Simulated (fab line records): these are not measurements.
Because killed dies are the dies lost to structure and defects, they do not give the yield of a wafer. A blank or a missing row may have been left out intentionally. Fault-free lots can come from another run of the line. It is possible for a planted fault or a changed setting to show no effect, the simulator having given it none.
Chamber matching -- flow gf180mcu -- rie_si-01 running GF_STI_ETCH_14: 4 sister chambers
The step etches Si in HBr/Cl2/O2, target depth 360 nm, time 102.9 s. 4 wafers are shown with their chamber, then 7 later ones without.

WAFERS PAIRED WITH THEIR CHAMBERS
wafer,chamber,run_length_s (s)
L693.1,2,131.6
L698.6,1,130.8
L699.1,0,131.4
L699.3,3,131.1

WAFERS MISSING THEIR CHAMBER
wafer,run_length_s (s)
L699.4,132.0
L700.1,131.4
L700.3,131.5
L700.6,131.3
L707.6,130.9
L708.1,131.7
L708.4,131.2

THE CHAMBER EACH PASSED THROUGH
wafer,from the rows above,in truth
L699.4,can't be placed: 2 or 0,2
L700.1,can't be placed: 0 or 2 or 3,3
L700.3,can't be placed: 0 or 2 or 3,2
L700.6,can't be placed: 0 or 3 or 2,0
L707.6,can't be placed: 1 or 3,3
L708.1,can't be placed: 2 or 0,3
L708.4,can't be placed: 3 or 0 or 1 or 2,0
0 of 7 placed correctly. From these rows, 7 cannot be placed; in 6 the true chamber is one of the candidates. Wrongly placed: 0.
How it was worked out, from the rows above alone: a wafer's distance from a chamber is the root of the sum, over the readings, of the square of ((its reading less the chamber's mean) divided by the reading's scatter). If the next closest chamber is less than 2 further off than the closest, the wafer can't be placed; otherwise it belongs to the closest. The mean given for a chamber averages the wafers shown for that chamber. The scatter (one wafer shown for each chamber): square how far every hidden wafer sits from the nearest shown wafer, average those squares and take the square root.
